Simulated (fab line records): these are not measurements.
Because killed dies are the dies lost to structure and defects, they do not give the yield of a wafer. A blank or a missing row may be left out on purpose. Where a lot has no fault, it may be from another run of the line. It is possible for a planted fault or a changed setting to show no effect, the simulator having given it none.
Problem report in the 8D (eight disciplines) form, filled by code + flow gf180mcu + the parts of the form that need people (team, actions taken, sign-off) are left out

== 1. WHAT IS WRONG ==
Across 4 wafers from 3 lots, V5_W_RS at GF_V5_RS_MEAS_24 averages 0.554 ohm/sq, while fault-free wafers read 0.326 ohm/sq with a standard deviation of 0.0054. Relative to the usual mean, that is a shift of +42 standard deviations.
The step: measures by four-point-probe.
First seen on wafer L889.2, day 29 20:09, on film metro-01. Wafers with a number at this step in the record: 34, from 12 lots. Rule for "out", or "out of limits": more than 4 standard deviations from the usual mean. Any other wafer with a number is counted as sound.

== 2. WHAT THIS IS AND IS NOT ==
| question                    | is                             | is not                                                                                       |
|-----------------------------|--------------------------------|----------------------------------------------------------------------------------------------|
| which readings at this step | V5_W_RS                        | -                                                                                            |
| which lots                  | L889, L892, L893               | L879, L880, L883, L884, L885, L887, L895, L900, L902                                         |
| which wafers of those lots  | L889.2, L889.3, L892.3, L893.3 | L892.1, L893.5, L893.6                                                                       |
| read on which gauges        | film metro-01, film metro-04   | film metro-02                                                                                |
| when                        | from day 29 20:09              | up to then (18 sound wafers); but 12 sound wafers of L892, L893, L895, L900, L902 came after |

== 3. SUSPECTS, AND WHAT RULES EACH OUT ==
Counting: a tool at a process step up to the reading stays a suspect if it ran every lot that is out. Sound lots after the first of them don't rule it out here, since some wafers of a struck lot are sound.
- ruled out: the gauge at GF_V5_RS_MEAS_24. The wafers that are out were read on 2 gauges (film metro-01, film metro-04).
- rie diel-01 at GF_V5_ETCH_17 (etches SiO2 in C4F8/O2/Ar, stops on TiN, target depth 855 nm): kept. It processed each lot that is out (first: L889, day 29 20:01); up to then, its last sound lot is L887 (day 29 03:20). Because GF_V5_ETCH_17 lacks a start for some lots, the hours and order of its lots are taken from GF_V5_CVD_23.
- cvd w-01 at GF_V5_CVD_23 (deposits W, target thk 350 nm, time 104.9 s): kept. It processed each lot that is out (first: L889, day 29 20:01); up to then, its last sound lot is L887 (day 29 03:20).
What counting leaves: rie diel-01 at GF_V5_ETCH_17 and cvd w-01 at GF_V5_CVD_23.

== 4. THE CAUSE (what the simulator had put in) ==
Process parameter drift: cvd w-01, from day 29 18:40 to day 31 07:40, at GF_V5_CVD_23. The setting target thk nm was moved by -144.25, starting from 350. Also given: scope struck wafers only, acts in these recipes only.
Counting leaves 2 suspects; this tool is one of them.

== 5. THE CHAIN OF EFFECTS, in route order ==
Rows list readings where the struck wafers' mean (over those with a number) sits beyond 3 standard deviations from the usual. Readings are gone through only where the record gives a usual standard deviation; hours: the median, over the lots, of the time from a lot's start at the first step in this table giving one to that lot's start at this step; sigmas: the change measured in usual standard deviations.
| hours | step              | reading            | usual        | on struck wafers | change | sigmas |
|-------|-------------------|--------------------|--------------|------------------|--------|--------|
| 0     | GF_V5_RS_MEAS_24  | V5_W_RS            | 0.326 ohm/sq | 0.554            | +0.228 | +42    |
| 0     | GF_V5_THK_MEAS_25 | V5_W_THK           | 347 nm       | 205              | -142   | -21    |
| 0     | GF_V5_CMP_26      | time to endpoint s | 84 s         | 50               | -34    | -8.1   |
Here are the process steps it includes:
- GF_V5_CMP_26: polishes, stops on SiO2, t overpolish 15 s, target thk 0 nm.
At these later measuring or inspecting steps, every struck wafer for which the step has a row has a number for every such reading, and none has moved that far: GF_PASSIVATION_THK_MEAS_03.

== 6. HOW IT WOULD HAVE BEEN CAUGHT EARLIER ==
In this record the first reading out of limits at a measuring or inspecting step was taken at day 29 20:09, 1 hour after the fault began at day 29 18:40.
Tool readings at GF_V5_CVD_23 with a usual standard deviation given in the record: none out on any struck wafer, hence no alarm at a limit of 4 standard deviations on them.
Lots out: 3; of these, L892, L893 started GF_V5_CVD_23 on cvd w-01 after day 29 20:09. A hold on the tool at that time would have spared those 2.
